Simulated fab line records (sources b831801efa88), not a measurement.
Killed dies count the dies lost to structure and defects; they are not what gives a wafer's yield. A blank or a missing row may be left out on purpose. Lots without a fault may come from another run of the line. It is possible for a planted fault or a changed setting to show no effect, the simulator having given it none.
Split-lot experiment :: flow sky130 :: on a route of 708 steps: 5 lots, 23 wafers read

== ON THE SPLIT ==
At SKY_FIELD_ISO_COAT_07 (resist thk 60 nm), the setting resist_thk_nm was moved away from the recipe's 60 nm on 9 of the 23 wafers read, by -5.6% to +2.8%. The other wafers ran this setting at the recipe's value.

== FROM THE SPLIT TO THE READING: what the file shows between them, 3 steps ==
- SKY_FIELD_ISO_COAT_08: resist thk 450 nm
- SKY_FIELD_ISO_SOFTBAKE_09: time 90 s
- SKY_FIELD_ISO_DEVELOP_12: develop time 60 s

== THE READING ==
oes_product_au, in a.u., at SKY_FIELD_ISO_ETCH_14 (etches BARC in N2/H2, stops on SiO2, time 45.9 s, target depth 60 nm). Fault-free wafers of this fab line usually give 0.854 a.u., standard deviation 0.004 a.u.

wafer: L077.1
tool, chamber at the split: litho_track-02, 0
resist_thk_nm as run, nm: 61.71
against the recipe: +2.8%
oes_product_au, a.u.: 0.869
against lot-mates on the recipe: +0.017

wafer: L077.2
tool, chamber at the split: litho_track-02, 0
resist_thk_nm as run, nm: 61.71
against the recipe: +2.8%
oes_product_au, a.u.: 0.870
against lot-mates on the recipe: +0.018

wafer: L077.3
tool, chamber at the split: litho_track-02, 0
resist_thk_nm as run, nm: 60
against the recipe: recipe
oes_product_au, a.u.: 0.847
against lot-mates on the recipe: -

wafer: L077.5
tool, chamber at the split: litho_track-02, 0
resist_thk_nm as run, nm: 60
against the recipe: recipe
oes_product_au, a.u.: 0.853
against lot-mates on the recipe: -

wafer: L077.6
tool, chamber at the split: litho_track-02, 0
resist_thk_nm as run, nm: 60
against the recipe: recipe
oes_product_au, a.u.: 0.855
against lot-mates on the recipe: -

wafer: L079.1
tool, chamber at the split: litho_track-02, 0
resist_thk_nm as run, nm: 61.38
against the recipe: +2.3%
oes_product_au, a.u.: 0.869
against lot-mates on the recipe: +0.016

wafer: L079.2
tool, chamber at the split: litho_track-02, 0
resist_thk_nm as run, nm: 60
against the recipe: recipe
oes_product_au, a.u.: 0.858
against lot-mates on the recipe: -

wafer: L079.3
tool, chamber at the split: litho_track-02, 0
resist_thk_nm as run, nm: 60
against the recipe: recipe
oes_product_au, a.u.: 0.847
against lot-mates on the recipe: -

wafer: L079.4
tool, chamber at the split: litho_track-02, 0
resist_thk_nm as run, nm: 61.38
against the recipe: +2.3%
oes_product_au, a.u.: 0.869
against lot-mates on the recipe: +0.016

wafer: L079.6
tool, chamber at the split: litho_track-02, 0
resist_thk_nm as run, nm: 61.38
against the recipe: +2.3%
oes_product_au, a.u.: 0.864
against lot-mates on the recipe: +0.011

wafer: L080.1
tool, chamber at the split: litho_track-01, 0
resist_thk_nm as run, nm: 60
against the recipe: recipe
oes_product_au, a.u.: 0.856
against lot-mates on the recipe: -

wafer: L080.2
tool, chamber at the split: litho_track-01, 0
resist_thk_nm as run, nm: 60
against the recipe: recipe
oes_product_au, a.u.: 0.857
against lot-mates on the recipe: -

wafer: L080.4
tool, chamber at the split: litho_track-01, 0
resist_thk_nm as run, nm: 56.83
against the recipe: -5.3%
oes_product_au, a.u.: 0.829
against lot-mates on the recipe: -0.027

wafer: L080.5
tool, chamber at the split: litho_track-01, 0
resist_thk_nm as run, nm: 56.83
against the recipe: -5.3%
oes_product_au, a.u.: 0.824
against lot-mates on the recipe: -0.032

wafer: L080.6
tool, chamber at the split: litho_track-01, 0
resist_thk_nm as run, nm: 60
against the recipe: recipe
oes_product_au, a.u.: 0.855
against lot-mates on the recipe: -

wafer: L084.1
tool, chamber at the split: litho_track-03, 0
resist_thk_nm as run, nm: 56.64
against the recipe: -5.6%
oes_product_au, a.u.: 0.827
against lot-mates on the recipe: -0.029

wafer: L084.3
tool, chamber at the split: litho_track-03, 0
resist_thk_nm as run, nm: 56.64
against the recipe: -5.6%
oes_product_au, a.u.: 0.820
against lot-mates on the recipe: -0.036

wafer: L084.4
tool, chamber at the split: litho_track-03, 0
resist_thk_nm as run, nm: 60
against the recipe: recipe
oes_product_au, a.u.: 0.851
against lot-mates on the recipe: -

wafer: L084.5
tool, chamber at the split: litho_track-03, 0
resist_thk_nm as run, nm: 60
against the recipe: recipe
oes_product_au, a.u.: 0.859
against lot-mates on the recipe: -

wafer: L084.6
tool, chamber at the split: litho_track-03, 0
resist_thk_nm as run, nm: 60
against the recipe: recipe
oes_product_au, a.u.: 0.857
against lot-mates on the recipe: -

wafer: L085.3
tool, chamber at the split: litho_track-02, 0
resist_thk_nm as run, nm: 60
against the recipe: recipe
oes_product_au, a.u.: 0.844
against lot-mates on the recipe: -

wafer: L085.4
tool, chamber at the split: litho_track-02, 0
resist_thk_nm as run, nm: 60
against the recipe: recipe
oes_product_au, a.u.: 0.849
against lot-mates on the recipe: -

wafer: L085.5
tool, chamber at the split: litho_track-02, 0
resist_thk_nm as run, nm: 60
against the recipe: recipe
oes_product_au, a.u.: 0.852
against lot-mates on the recipe: -

THE FIT
A straight line over all 23 wafers: oes_product_au changes by +0.00536 a.u. for each +1% of resist_thk_nm; r = +0.96; the points scatter about the line by 0.0041 a.u.
The same after taking each lot's own level away (the mean of its wafers on the recipe; 23 wafers): +0.00584 a.u. for each +1%; r = +0.98; scatter 0.0033 a.u.
Per that fit: largest resist_thk_nm move, reading shift of 0.033 a.u.
Measured against the standard deviation above, the lots' own levels, which go from 0.8483 to 0.8560 a.u., span 1.9 times it.
Hence the lot-to-lot level has little effect on the slope; both slopes agree.
Check: with one of the wafers moved furthest among these (-5.6%) left out of the fit, the line predicts -0.0333 a.u. for it against its lot-mates. It came out at -0.0287 a.u. against them.

== FILE'S OWN FIT ==
oes_product_au changes by +0.00573 a.u. for each +1% of resist_thk_nm, r = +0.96.
